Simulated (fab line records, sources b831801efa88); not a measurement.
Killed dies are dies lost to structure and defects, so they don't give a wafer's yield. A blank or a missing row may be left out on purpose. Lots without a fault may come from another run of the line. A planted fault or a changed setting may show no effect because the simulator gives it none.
fab line records | flow sky130
record lots=10 wafers=30 last_day=50
route steps=708 shown GATE_OXIDE@200 POLY_GATE@217 LDD_HVN@277 POLY_CUT@318 LI_CONTACT@374 PAD_OPEN@708
lots that met no fault: from a run of the same line without faults
start_h: hours from the record's first day to the start of the lot's first wafer shown | wait_h: hours since the lot's step before | " the same as in the row above | L1.1+2: a row that stands for several wafers | - no value, or no start given | * or withheld: withheld | < > ~ a bound
route shown NAME@n: a module of which the file shows steps, and the number in the route of the first | usual: mean/standard deviation of fault-free wafers | same: alike in all rows | chamber/n: place in a boat | sites: the reading at each site | _std_site: their standard deviation | _edge_site: outer sites' mean less inner sites' | radius_mm: how far each site lies from the wafer's centre | mask NAME#n: copy n | behind: the tool/chamber that last shaped the wafer | hold: why the lot was held/for how many hours/how that ended | device: the transistor (n, p or np) that didn't switch | end of line: the same wafers' tests at the end of the route | a step without rows: its recipe alone | killed: dies lost to structure and defects at the first sort, not the wafer's yield | map: a wafer's dies, x killed, . not, _ none there
set.NAME: the setting as run; set.NAME@STEP: as run at that earlier step | model.NAME: the simulator's own value behind a step, which no gauge read
steps of the route over a sample of lots; a table a step, a row a wafer
services: from which hour (start_h, from the record's first day; less than 0 if before it) a tool's chamber was out of use, for how many hours, and why
## steps
# step SKY_GATE_OXIDE_STRIP_13
# recipe chemistry=O2/N2 power_w=1400 pressure_mtorr=1500 platen_temp_c=withheld o2_flow_sccm=3000 n2_flow_sccm=300 overash_fraction=0.5
# usual drypump_motor_current_A=5.4/0.46 oes_product_au=0.716/0.0045 strip_time_to_endpoint_s=14.19/0.035
# columns lot.wafer tool chamber start_h wait_h drypump_motor_current_A oes_product_au rf_hours_counter_h strip_time_to_endpoint_s
L474.1 plasma_asher-04 0 320.41 0.0 6.1 0.719 63 14.15
L474.2 " 1 " " 6.0 0.716 63 14.16
L474.5 " 1 " " 6.0 0.718 - 14.20
L479.2 plasma_asher-02 0 369.21 0.0 4.9 0.722 26 14.23
L479.4 " 1 " " 5.6 0.718 - 14.21
L479.5 " 0 " " 4.9 0.717 - 14.20
L478.1 plasma_asher-01 0 369.42 0.0 4.8 0.712 69 14.23
L478.2 " 1 " " 5.3 0.720 69 14.24
L478.3 " 1 " " 5.3 0.721 - 14.27
L480.1 plasma_asher-01 0 374.38 0.0 4.8 0.718 70 14.15
L480.2 " 1 " " 5.3 0.719 70 14.12
L480.5 " 1 " " 5.3 0.715 - 14.16
L483.1 plasma_asher-02 1 395.66 0.0 5.6 0.714 28 14.13
L483.3 " 0 " " 4.9 0.710 - 14.17
L483.4 " 1 " " 5.6 0.717 - 14.17
L482.2 plasma_asher-02 0 396.35 0.0 5.0 0.713 28 14.16
L482.3 " 0 " " 5.0 0.708 - 14.16
L482.4 " 1 " " 5.6 0.720 - 14.20
L484.1 plasma_asher-02 1 405.30 0.0 5.6 0.713 29 14.23
L484.4 " 1 " " 5.6 0.717 - 14.24
L484.6 " 0 " " 5.0 0.724 - 14.18
L492.1 plasma_asher-02 1 490.80 0.0 5.6 0.712 38 14.22
L492.5 " 0 " " 5.0 0.721 - 14.23
L492.6 " 1 " " 5.6 0.728 - 14.22
L493.1 plasma_asher-04 0 503.56 0.0 6.1 0.718 83 14.18
L493.2 " 1 " " 6.0 0.717 83 14.20
L493.4 " 1 " " 6.0 0.721 - 14.13
L494.1 plasma_asher-02 1 509.55 0.0 5.6 0.716 40 14.17
L494.2 " 0 " " 5.0 0.709 40 14.14
L494.3 " 1 " " 5.6 0.717 - 14.16
# step SKY_POLY_GATE_CVD_03
# recipe material=Si3N4 precursor=DCS/NH3 target_thk_nm=75 temp_c=770 time_s=1290 pressure_mtorr=250
# columns lot.wafer tool chamber start_h wait_h
L474.1+2+5 lpcvd-02 0 350.85 0.0
L478.1+2+3 lpcvd-02 1 400.74 0.3
L479.2+4+5 lpcvd-02 0 400.74 0.5
L480.1+2+5 lpcvd-02 1 404.93 1.6
L483.1+3+4 lpcvd-02 1 429.79 0.5
L482.2+3+4 lpcvd-02 0 431.16 0.0
L484.1+4+6 lpcvd-02 0 440.29 1.0
L492.1+5+6 lpcvd-02 0 523.97 0.0
L493.1+2+4 lpcvd-02 0 536.59 0.0
L494.1+2+3 lpcvd-02 1 545.75 2.9
# step SKY_POLY_GATE_THK_MEAS_04
# recipe reads=Si3N4_of_POLY_GATE_CVD_03
# usual POLY_GATE_CVD_03_THK=75.0/0.7
# columns lot.wafer tool chamber start_h wait_h POLY_GATE_CVD_03_THK[nm]
L474.1 film_metro-02 - 352.20 0.0 74.6
L474.2 " - " " 74.5
L474.5 " - " " 74.9
L478.1 film_metro-04 - 402.09 0.0 76.0
L478.2 " - " " 75.4
L478.3 " - " " 76.6
L479.2 film_metro-02 - 402.10 0.0 74.2
L479.4 " - " " 74.0
L479.5 " - " " 74.5
L480.1 film_metro-03 - 406.29 0.0 75.4
L480.2 " - " " 74.8
L480.5 " - " " 75.4
L483.1 film_metro-04 - 431.15 0.0 115.3
L483.3 " - " " 115.2
L483.4 " - " " 115.2
L482.2 film_metro-02 - 432.53 0.0 114.1
L482.3 " - " " 114.5
L482.4 " - " " 114.2
L484.1 film_metro-02 - 441.64 0.0 115.5
L484.4 " - " " 115.8
L484.6 " - " " 115.4
L492.1 film_metro-03 - 526.01 0.0 74.9
L492.5 " - " " 74.5
L492.6 " - " " 75.1
L493.1 film_metro-03 - 538.63 0.0 74.9
L493.2 " - " " 74.7
L493.4 " - " " 74.9
L494.1 film_metro-04 - 547.78 0.0 74.2
L494.2 " - " " 74.3
L494.3 " - " " 74.3
# step SKY_POLY_GATE_ETCH_16
# recipe stop_on=poly-Si chemistry=CH3F/O2 target=Si3N4 source_w=400 bias_w=80 pressure_mtorr=25 ch3f_flow_sccm=40 O2_flow_sccm=30 time_s=147.5 target_depth_a=750
# usual ch3f_flow_sccm=40.02/0.11 drypump_motor_current_A=5.5/0.52 oes_product_au=0.640/0.0051 rf_fwd_power_W=398.4/1.2 throttle_valve_pct=10.535/0.0092
# columns lot.wafer tool chamber start_h wait_h ch3f_flow_sccm drypump_motor_current_A oes_product_au rf_fwd_power_W rf_hours_counter_h throttle_valve_pct
L474.1 rie_diel-04 2 381.22 0.0 39.90 5.2 0.641 398.4 107 10.528
L474.2 " 1 " " 40.05 6.0 0.639 395.9 11 10.534
L474.5 " 3 " " 40.19 5.1 0.641 397.6 - 10.543
L479.2 rie_diel-01 1 432.92 0.0 39.98 6.1 0.643 398.8 84 10.535
L479.4 " 2 " " 40.12 5.0 0.633 399.5 12 10.520
L479.5 " 1 " " 39.90 6.1 0.634 399.9 - 10.525
L478.1 rie_diel-03 0 432.95 0.0 40.27 5.6 0.636 397.5 41 10.537
L478.2 " 1 " " 40.02 6.0 0.644 398.6 4 10.541
L478.3 " 2 " " 40.10 6.6 0.641 398.3 2 10.540
L480.1 rie_diel-03 2 437.67 0.0 39.91 6.6 0.641 398.5 3 10.530
L480.2 " 1 " " 39.87 6.0 0.643 399.0 4 10.547
L480.5 " 3 " " 40.08 5.4 0.647 396.5 - 10.528
L483.1 rie_diel-03 3 462.06 0.0 40.01 5.4 0.779 398.4 1 10.570
L483.3 " 0 " " 40.05 5.6 0.783 399.5 42 10.550
L483.4 " 1 " " 40.14 6.0 0.782 399.8 5 10.547
L482.2 rie_diel-04 0 463.42 0.0 40.02 5.0 0.787 401.6 35 10.542
L482.3 " 2 " " 40.03 5.2 0.775 398.2 0 10.563
L482.4 " 1 " " 39.99 6.0 0.779 399.0 13 10.547
L484.1 rie_diel-03 2 472.71 0.0 39.93 6.6 0.784 396.7 3 10.574
L484.4 " 1 " " 39.98 6.0 0.783 397.0 5 10.555
L484.6 " 2 " " 40.03 6.6 0.792 397.6 - 10.563
L492.1 rie_diel-04 2 556.11 0.0 39.91 5.2 0.645 397.1 2 10.530
L492.5 " 0 " " 39.99 5.0 0.635 399.1 - 10.521
L492.6 " 1 " " 40.11 6.0 0.648 398.0 - 10.530
L493.1 rie_diel-04 3 569.17 0.0 40.05 5.1 0.642 397.4 2 10.546
L493.2 " 0 " " 39.80 5.0 0.641 398.2 37 10.538
L493.4 " 2 " " 40.18 5.2 0.640 401.5 3 10.548
L494.1 rie_diel-04 3 577.51 0.0 40.18 5.1 0.637 398.5 2 10.535
L494.2 " 0 " " 40.03 5.0 0.633 399.3 37 10.543
L494.3 " 1 " " 39.93 6.0 0.641 398.6 16 10.526
# step SKY_LDD_HVN_TW_MEAS_10
# usual LDD_HVN_TW=1436/5.8
# columns lot.wafer tool chamber start_h wait_h LDD_HVN_TW
L474.1 film_metro-02 - 473.07 0.1 1443
L474.2 " - " " 1438
L474.5 " - " " 1444
L478.1 film_metro-04 - 527.97 0.1 1434
L478.2 " - " " 1438
L478.3 " - " " 1440
L479.2 film_metro-04 - 528.28 0.1 1440
L479.4 " - " " 1440
L479.5 " - " " 1436
L480.1 film_metro-04 - 533.62 0.1 1436
L480.2 " - " " 1437
L480.5 " - " " 1437
L483.1 film_metro-03 - 555.55 0.1 1436
L483.3 " - " " 1439
L483.4 " - " " 1439
L482.2 film_metro-02 - 556.86 0.1 1447
L482.3 " - " " 1443
L482.4 " - " " 1443
L484.1 film_metro-03 - 564.82 0.1 1435
L484.4 " - " " 1432
L484.6 " - " " 1432
L492.1 film_metro-02 - 646.02 0.1 1429
L492.5 " - " " 1436
L492.6 " - " " 1436
L493.1 film_metro-04 - 660.12 0.1 1439
L493.2 " - " " 1442
L493.4 " - " " 1439
L494.1 film_metro-03 - 665.72 0.1 1441
L494.2 " - " " 1439
L494.3 " - " " 1434
# step SKY_POLY_CUT_ETCH_11
# recipe target=Si3N4 chemistry=CF4/CH2F2/Ar stop_on=poly-Si source_w=600 bias_w=150 pressure_mtorr=40 cf4_flow_sccm=40 ch2f2_flow_sccm=20 Ar_flow_sccm=150 time_s=42.5 target_depth_a=600
# usual drypump_motor_current_A=5.6/0.52 oes_product_au=0.828/0.0063 rf_fwd_power_W=593.7/2.9 throttle_valve_pct=14.995/0.0086
# columns lot.wafer tool chamber start_h wait_h drypump_motor_current_A oes_product_au rf_fwd_power_W rf_hours_counter_h throttle_valve_pct
L474.1 rie_diel-02 1 565.67 0.0 5.6 0.832 587.2 4 14.992
L474.2 " 0 " " 6.3 0.827 596.5 12 15.001
L474.5 " 1 " " 5.6 0.820 589.0 - 14.990
L478.1 rie_diel-04 0 618.98 0.0 5.0 0.842 597.9 38 14.985
L478.2 " 3 " " 5.1 0.830 594.7 3 15.000
L478.3 " 1 " " 6.0 0.839 590.1 16 14.992
L479.2 rie_diel-02 2 619.33 0.0 6.3 0.826 594.6 7 14.999
L479.4 " 1 " " 5.6 0.824 588.0 5 15.000
L479.5 " 3 " " 5.7 0.827 595.6 - 14.998
L480.1 rie_diel-01 2 624.88 0.0 5.0 0.827 594.2 16 14.986
L480.2 " 0 " " 4.8 0.828 590.7 15 14.982
L480.5 " 1 " " 6.1 0.832 594.4 - 14.994
L483.1 rie_diel-02 2 644.51 0.0 6.3 0.993 595.4 7 15.020
L483.3 " 3 " " 5.7 0.999 592.7 3 15.014
L483.4 " 0 " " 6.3 1.012 598.9 13 15.011
L482.2 rie_diel-02 0 647.93 0.0 6.3 1.017 595.3 14 15.013
L482.3 " 3 " " 5.7 1.004 594.8 3 14.993
L482.4 " 2 " " 6.3 1.004 593.4 7 15.008
L484.1 rie_diel-02 1 653.82 0.0 5.6 0.992 592.3 5 15.002
L484.4 " 0 " " 6.3 1.004 595.1 14 15.003
L484.6 " 3 " " 5.7 0.998 592.3 - 15.001
L492.1 rie_diel-01 3 735.41 0.0 6.0 0.823 592.4 30 14.999
L492.5 " 0 " " 4.8 0.826 594.6 - 14.989
L492.6 " 3 " " 6.0 0.833 588.9 - 14.984
L493.1 rie_diel-01 0 746.33 0.0 4.8 0.823 596.7 17 15.007
L493.2 " 2 " " 5.0 0.831 596.0 19 15.009
L493.4 " 3 " " 6.0 0.828 588.4 30 14.989
L494.1 rie_diel-02 1 752.88 0.0 5.6 0.827 589.4 7 15.004
L494.2 " 2 " " 6.3 0.816 591.5 9 15.010
L494.3 " 0 " " 6.3 0.823 595.9 16 15.004
# step SKY_LI_CONTACT_CD_MEAS_12
# recipe target_cd_nm=170
# usual cd_nm=169.7/1.4
# columns lot.wafer tool chamber start_h wait_h cd_nm
L474.1 cd_sem-01 - 682.07 - 170.1
L474.2 " - " " 171.2
L474.5 " - " " 169.9
L478.1 cd_sem-01 - 733.18 - 168.0
L478.2 " - " " 169.0
L478.3 " - " " 168.6
L479.2 cd_sem-01 - 734.08 - 168.3
L479.4 " - " " 170.2
L479.5 " - " " 168.6
L480.1 cd_sem-02 - 739.01 - 170.3
L480.2 " - " " 169.3
L480.5 " - " " 169.6
L492.1 cd_sem-02 - 843.08 - 170.4
L492.5 " - " " 169.9
L492.6 " - " " 169.2
L493.1 cd_sem-01 - 852.98 - 169.6
L493.2 " - " " 168.8
L493.4 " - " " 167.2
L494.1 cd_sem-02 - 858.78 - 166.1
L494.2 " - " " 167.0
L494.3 " - " " 167.8
# step SKY_PAD_OPEN_PROBE_99
# usual killed_at_M0_to_M3=44/7 killed_at_M4_up=3.0/1.9 killed_at_contacts=24/5.4 killed_at_front_end=15/4.6 killed_at_other=0.3/0.5 killed_dies=87/10 killed_on_rim=17/3.5 killed_open=47/7 killed_short=40/6.2
# same gross_dies=492 killed_at_back_side=0
# columns lot.wafer tool chamber start_h wait_h killed_at_M0_to_M3 killed_at_M4_up killed_at_contacts killed_at_front_end killed_at_other killed_dies killed_on_rim killed_open killed_short
L479.2 prober-01 - 1120.14 0.1 46 4 26 13 1 90 15 43 47
L479.4 prober-01 - 1120.24 0.2 57 4 27 9 1 98 18 46 52
L479.5 prober-01 - 1120.29 0.2 58 0 24 9 0 91 19 54 37
L483.1 prober-02 - 1131.05 0.1 41 3 22 426 0 492 96 45 38
L483.3 prober-02 - 1131.15 0.2 57 2 31 402 0 492 96 58 52
L483.4 prober-02 - 1131.20 0.2 48 1 31 411 1 492 96 50 46
L482.2 prober-01 - 1138.67 0.1 45 1 26 420 0 492 96 48 31
L482.3 prober-01 - 1138.72 0.2 47 7 25 413 0 492 96 48 41
L482.4 prober-01 - 1138.77 0.2 39 0 29 424 0 492 96 44 39
L484.1 prober-02 - 1140.65 0.1 43 2 22 424 1 492 96 48 32
L484.4 prober-02 - 1140.80 0.2 46 7 22 417 0 492 96 59 33
L484.6 prober-02 - 1140.90 0.2 35 2 33 422 0 492 96 57 36
# killed by level:class
L479.2 VIA1:geometric_particle:open=9 METAL2:geometric_particle:short=9 LI_CONTACT:geometric_particle:open=8 LI_CONTACT:geometric_particle:short=5 CONTACT:geometric_particle:short=5 SPACER:geometric_particle:open=4 METAL4:geometric_particle:short=4 METAL1:geometric_particle:open=4
L479.4 VIA3:geometric_particle:open=11 LI_CONTACT:geometric_particle:open=8 VIA1:geometric_particle:open=8 VIA1:geometric_particle:short=7 METAL1:geometric_particle:short=7 CONTACT:geometric_particle:open=6 VIA2:geometric_particle:open=6 METAL2:geometric_particle:short=6
L479.5 VIA1:geometric_particle:open=13 VIA3:geometric_particle:open=12 METAL1:geometric_particle:short=11 CONTACT:geometric_particle:open=8 FIELD_ISO:geometric_particle:open=4 LI_CONTACT:geometric_particle:open=4 LOCAL_INTERCONNECT:geometric_particle:short=4 CONTACT:geometric_particle:short=4
L483.1 POLY_CUT:area_etch=409 VIA1:geometric_particle:open=10 CONTACT:geometric_particle:open=9 FIELD_ISO:geometric_particle:open=7 VIA1:geometric_particle:short=6 LI_CONTACT:geometric_particle:open=5 VIA2:geometric_particle:open=5 FIELD_ISO:geometric_particle:short=4
L483.3 POLY_CUT:area_etch=382 VIA1:geometric_particle:open=16 CONTACT:geometric_particle:open=14 METAL1:geometric_particle:short=8 CONTACT:geometric_particle:short=7 POLY_GATE:geometric_particle:open=6 VIA2:geometric_particle:short=6 LI_CONTACT:geometric_particle:open=6
L483.4 POLY_CUT:area_etch=396 LI_CONTACT:geometric_particle:open=10 VIA1:geometric_particle:open=10 CONTACT:geometric_particle:open=9 VIA1:geometric_particle:short=9 CONTACT:geometric_particle:short=7 VIA3:geometric_particle:open=7 METAL2:geometric_particle:short=6
L482.2 POLY_CUT:area_etch=413 VIA1:geometric_particle:open=10 CONTACT:geometric_particle:open=9 LI_CONTACT:geometric_particle:open=8 VIA3:geometric_particle:open=7 VIA1:geometric_particle:short=6 METAL1:geometric_particle:short=5 VIA2:geometric_particle:open=4
L482.3 POLY_CUT:area_etch=403 CONTACT:geometric_particle:open=13 VIA1:geometric_particle:open=8 LI_CONTACT:geometric_particle:open=7 METAL1:geometric_particle:short=7 VIA1:geometric_particle:short=7 VIA2:geometric_particle:open=6 METAL4:geometric_particle:short=6
L482.4 POLY_CUT:area_etch=409 VIA1:geometric_particle:open=12 CONTACT:geometric_particle:open=8 CONTACT:geometric_particle:short=8 FIELD_ISO:geometric_particle:open=6 METAL1:geometric_particle:short=6 VIA3:geometric_particle:open=6 LI_CONTACT:geometric_particle:open=5
L484.1 POLY_CUT:area_etch=412 VIA1:geometric_particle:open=14 CONTACT:geometric_particle:open=8 VIA2:geometric_particle:open=8 LI_CONTACT:geometric_particle:open=5 LI_CONTACT:geometric_particle:short=4 METAL1:geometric_particle:short=4 VIA3:geometric_particle:open=4
L484.4 POLY_CUT:area_etch=400 CONTACT:geometric_particle:open=12 VIA3:geometric_particle:open=11 VIA1:geometric_particle:open=9 VIA2:geometric_particle:open=8 LI_CONTACT:geometric_particle:open=7 METAL4:geometric_particle:short=6 FIELD_ISO:geometric_particle:short=5
L484.6 POLY_CUT:area_etch=399 VIA1:geometric_particle:open=10 POLY_GATE:geometric_particle:open=8 CONTACT:geometric_particle:open=8 CONTACT:geometric_particle:short=8 LI_CONTACT:geometric_particle:open=7 FIELD_ISO:geometric_particle:open=5 VIA2:geometric_particle:open=5
## services
# columns tool chamber start_h hours kind
rie_diel-01 1 300.25 12.6 repair
rie_diel-03 - 300.60 0.2 repair
rie_diel-04 0 301.92 20.7 repair
rie_diel-04 3 302.64 14.5 repair
rie_diel-02 2 316.24 5.1 repair
rie_diel-02 3 330.25 13.1 repair
rie_diel-01 0 356.44 1.8 repair
lpcvd-02 - 364.09 28.1 pm
rie_diel-02 1 392.61 9.8 repair
rie_diel-02 3 428.64 23.1 repair
rie_diel-02 - 482.50 2.8 pm
rie_diel-04 3 511.64 5.1 repair
rie_diel-02 - 533.76 14.6 pm
plasma_asher-02 - 595.70 1.3 repair
rie_diel-04 2 610.10 13.1 repair
rie_diel-02 - 627.10 0.3 repair
rie_diel-04 0 643.15 6.1 repair
rie_diel-04 3 665.45 4.1 repair
rie_diel-02 2 678.01 7.1 repair
rie_diel-04 - 721.22 2.8 pm
rie_diel-04 2 744.06 7.8 repair
rie_diel-02 - 745.81 1.6 repair
lpcvd-02 - 751.54 4.3 pm
plasma_asher-02 - 751.82 0.6 repair
## key
first_sign step=SKY_POLY_GATE_THK_MEAS_04 reading=POLY_GATE_CVD_03_THK direction=up sigmas=58 usual=75.0 struck=115.0
effect step=SKY_POLY_GATE_ETCH_16 reading=oes_product_au direction=up sigmas=28 usual=0.640 struck=0.783
effect step=SKY_POLY_CUT_ETCH_11 reading=oes_product_au direction=up sigmas=28 usual=0.828 struck=1.003
effect step=SKY_PAD_OPEN_PROBE_99 reading=killed_at_front_end direction=up sigmas=87 usual=15 struck=418
more_kills_born_at SKY_POLY_CUT_ETCH_11@rie_diel-02=3623
met_at SKY_POLY_GATE_CVD_03
struck_lots L482,L483,L484
later_rows_left_out L482.2,L482.3,L482.4,L483.1,L483.3,L483.4,L484.1,L484.4,L484.6
tester_left_out L482,L483,L484
not_acting_at SKY_GATE_OXIDE_STRIP_13,SKY_LDD_HVN_TW_MEAS_10,SKY_LI_CONTACT_CD_MEAS_12
onset_between 404.93 429.79
fault kind=process_parameter_drift tool=lpcvd-02 chamber=- onset_h=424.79 steps=SKY_POLY_GATE_CVD_03 channel=target_thk_nm offset=40.414 shape=step end_h=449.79 acts_in=these_recipes_only stated=75
# tester_left_out: of these lots the tester's yield and bins aren't shown, on N5 and GAA mostly nor the transistor test; their killed dies are dies lost to structure and defects alone, not to doping, threshold or leakage, so they don't give the yield
# later_rows_left_out: the simulator's readings of these wafers behind a module that went badly wrong aren't trusted and aren't shown, but for the sort
